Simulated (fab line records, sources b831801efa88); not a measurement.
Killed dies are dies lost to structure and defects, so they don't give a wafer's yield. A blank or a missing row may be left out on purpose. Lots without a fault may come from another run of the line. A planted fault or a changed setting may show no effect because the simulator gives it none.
A struck lot beside a sound one | flow gf180mcu | 17 steps out of a route of 602
Sound: wafers L268.2, L268.3, L268.6. Struck: wafer L272.1. (L272.2, L272.5 of the same lot were not struck and are left out.) The cause comes at the end.
At each step with rows: each side's tool, then ch and its chambers, then its first start. Under that, the readings that differ: sound wafers | struck wafers | difference of the means | sigmas: that difference in standard deviations of wafers without a fault.
alike: readings whose means differ by less than 2 such deviations, and words and numbers that are the same on both sides. not compared: withheld readings, readings that some wafer has no value for, bounds like >300 that may hide the same value, and numbers for which the record gives no deviation and whose values overlap.
The two part at a step that has a row with sigmas, a row that says differs or no value, or rows on one side only. Numbers that don't overlap but have no deviation are shown without sigmas and don't part them. A reading that every wafer of one side lacks parts them only if that side has two wafers or more.

first, 3 steps without rows for these wafers: GF_V5_EXPOSE_11 (exposes mask Via5, target cd 260 nm); GF_V5_PEB_12 (peb time 90 s); GF_V5_DEVELOP_13 (develop time 60 s).
GF_V5_CD_MEAS_14: target cd 260 nm.
  sound on cd_sem-02, day 27 19:36; struck on cd_sem-01, day 28 21:07
  alike: cd_nm
GF_V5_OVL_MEAS_15:
  sound on overlay-02, day 27 19:43; struck on overlay-01, day 28 21:14
  alike: V5_OVL
GF_V5_ETCH_16: etches BARC in N2/H2.
  sound on rie_diel-01 ch 0,3, day 27 19:44; struck on rie_diel-01 ch 1, day 28 21:16
  alike: drypump_motor_current_A, oes_product_au, throttle_valve_pct
GF_V5_ETCH_17: etches SiO2 in C4F8/O2/Ar, stops on TiN, target depth 855 nm.
  sound on rie_diel-01 ch 0,3; struck on rie_diel-01 ch 1
  alike: oes_product_au
then, 3 steps without rows for these wafers: GF_V5_STRIP_18 (strips in O2/N2); GF_V5_STRIP_19 (strips in post etch residue remover, time 1200 s); GF_V5_CLEAN_20 (cleans in DIW).
GF_V5_SPUTTER_21: material Ti, target thk 15 nm, time 80.02 s.
  sound on pvd_sputter-02, day 27 20:26; struck on pvd_sputter-01, day 28 21:57
  alike: substrate_temp_c, throttle_valve_pct
GF_V5_SPUTTER_22: material TiN, target thk 10 nm, time 40 s.
  sound on pvd_sputter-02, day 27 20:29; struck on pvd_sputter-01, day 28 22:01
  alike: throttle_valve_pct
GF_V5_CVD_23: deposits W, target thk 350 nm, time 104.9 s.
  sound on cvd_w-01 ch 0,1, day 27 20:32; struck on cvd_w-02 ch 0, day 28 22:03
  reading                          | sound           | struck | difference | sigmas
  model.W_of_V5_CVD_23.thk_nm (nm) | 351.4 346 350.2 | 365.5  | +16.3      |
  alike: heater_power_w, susceptor_temp_C
GF_V5_RS_MEAS_24: measures by four-point-probe.
  sound on film_metro-03, day 27 20:40; struck on film_metro-01, day 28 22:10
  reading          | sound             | struck | difference | sigmas
  V5_W_RS (ohm/sq) | 0.326 0.331 0.327 | 0.313  | -0.015     | -3
GF_V5_THK_MEAS_25: measures by xrf.
  sound on film_metro-03, day 27 20:47; struck on film_metro-01, day 28 22:17
  reading       | sound       | struck | difference | sigmas
  V5_W_THK (nm) | 356 347 356 | 372    | +19        | +4
GF_V5_CMP_26: polishes, stops on SiO2, t overpolish 15 s, target thk 0 nm.
  sound on cmp-02 ch 0,1,2, day 27 20:56; struck on cmp-01 ch 3, day 28 22:23
  reading             | sound          | struck | difference | sigmas
  motor_current_A (A) | 11.0 12.8 10.3 | 8.3    | -3.1       | -2
  alike: overpolish_run_s, slurry_flow_ml_min, time_to_endpoint_s
GF_PASSIVATION_PROBE_99:
  the record has rows for the sound wafers here (prober-01, day 29 14:32) and none for the struck ones

WHERE THEY PART
First at GF_V5_RS_MEAS_24; last, within this record, at GF_PASSIVATION_PROBE_99.

WHY: what the simulator had put in
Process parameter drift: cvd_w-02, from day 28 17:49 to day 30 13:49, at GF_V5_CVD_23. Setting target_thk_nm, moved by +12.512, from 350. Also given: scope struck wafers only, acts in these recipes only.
